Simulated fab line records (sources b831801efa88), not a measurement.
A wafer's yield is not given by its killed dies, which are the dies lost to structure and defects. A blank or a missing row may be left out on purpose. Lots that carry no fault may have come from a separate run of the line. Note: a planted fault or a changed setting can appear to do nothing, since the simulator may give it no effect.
Comparing a struck lot with a sound one	flow sky130	21 out of 708 route steps
Sound: the wafers L118.1, L118.3, L118.4. Struck: wafers L132.3, L132.5. (L132.6 of the same lot was not struck and is left out.) The cause comes at the end.
Each step with rows lists, per side, the tool, then ch with its chambers, then its first start. Under that, the readings that differ: sound wafers	struck wafers	difference of the means	sigmas: that difference in standard deviations of wafers without a fault.
alike: readings with means less than 2 such deviations apart, plus words and numbers identical on both sides. not compared: withheld readings, readings lacking a value on some wafer, bounds such as >300 that could conceal the same value, and numbers that have no deviation in the record and whose values overlap.
A row with sigmas, a row that says differs or no value, or rows on one side alone: a step with any of these is where the two part. Numbers that have no deviation but don't overlap get no sigmas and don't part them. Lack of a reading on every wafer of one side parts them only where that side has two or more wafers.

first, 2 steps without rows for these wafers: SKY_LDD_HVP_PEB_05; SKY_LDD_HVP_DEVELOP_06 (develop time 60 s).
SKY_LDD_HVP_OVL_MEAS_07:
  sound on overlay-02, day 24 04:53; struck on overlay-02, day 28 05:28
reading	sound	struck	difference	sigmas
LDD_HVP_OVL (nm)	1.0 0.6 0.3	-2.1 -2.8	-3.1	-3
then, 1 step without rows for these wafers: SKY_LDD_HVP_IMPLANT_08.
SKY_LDD_HVP_STRIP_09: strips in O2/N2.
  sound on plasmaAsher-01 ch 0,1, day 24 05:05; struck on plasmaAsher-02 ch 0,1, day 28 05:41
  alike: drypumpMotorCurrentA, oesProductAu, stripTimeToEndpointS
  not compared: rfHoursCounterH
SKY_LDD_HVP_TW_MEAS_10:
  sound on filmMetro-04, day 24 05:11; struck on filmMetro-01, day 28 05:46
reading	sound	struck	difference	sigmas
LDD_HVP_TW	443 447 442	456 456	+12	+2
then, 6 steps without rows for these wafers: SKY_LDD_LDN_DEHYDRATE_00 (time 60 s); SKY_LDD_LDN_HMDS_01 (prime time 60 s); SKY_LDD_LDN_COAT_02 (resist thk 1140 nm); SKY_LDD_LDN_SOFTBAKE_03 (time 60 s); SKY_LDD_LDN_EXPOSE_04 (exposes mask LDNTM, target cd 700 nm); SKY_LDD_LDN_PEB_05.
SKY_LDD_LDN_DEVELOP_06: develop time 60 s.
  sound on lithoTrack-01 ch 0, day 25 10:22; struck on lithoTrack-04 ch 0, day 29 09:25
SKY_LDD_LDN_OVL_MEAS_07:
  sound on overlay-01, day 25 10:31; struck on overlay-01, day 29 09:31
  alike: LDD_LDN_OVL
then, 4 steps without rows for these wafers: SKY_LDD_LDN_IMPLANT_08; SKY_LDD_LDN_IMPLANT_09; SKY_LDD_LDN_IMPLANT_10; SKY_LDD_LDN_IMPLANT_11.
SKY_LDD_LDN_STRIP_12: strips in O2/N2.
  sound on plasmaAsher-02 ch 0,1, day 25 11:13; struck on plasmaAsher-01 ch 1, day 29 10:11
  alike: drypumpMotorCurrentA, oesProductAu, stripTimeToEndpointS
  not compared: rfHoursCounterH
SKY_LDD_LDN_TW_MEAS_13:
  sound on filmMetro-03, day 25 11:19; struck on filmMetro-04, day 29 10:16
reading	sound	struck	difference	sigmas
LDD_LDN_TW	1463 1455 1452	29 29	-1428	-99 or more
then, 1 step without rows for these wafers: SKY_LDD_LDN_CLEAN_14 (cleans in SC1/SC2, time 150 s).

WHERE THEY PART
At SKY_LDD_HVP_OVL_MEAS_07 first; at SKY_LDD_LDN_TW_MEAS_13 last (within this record only).

WHY: what had been put in by the simulator
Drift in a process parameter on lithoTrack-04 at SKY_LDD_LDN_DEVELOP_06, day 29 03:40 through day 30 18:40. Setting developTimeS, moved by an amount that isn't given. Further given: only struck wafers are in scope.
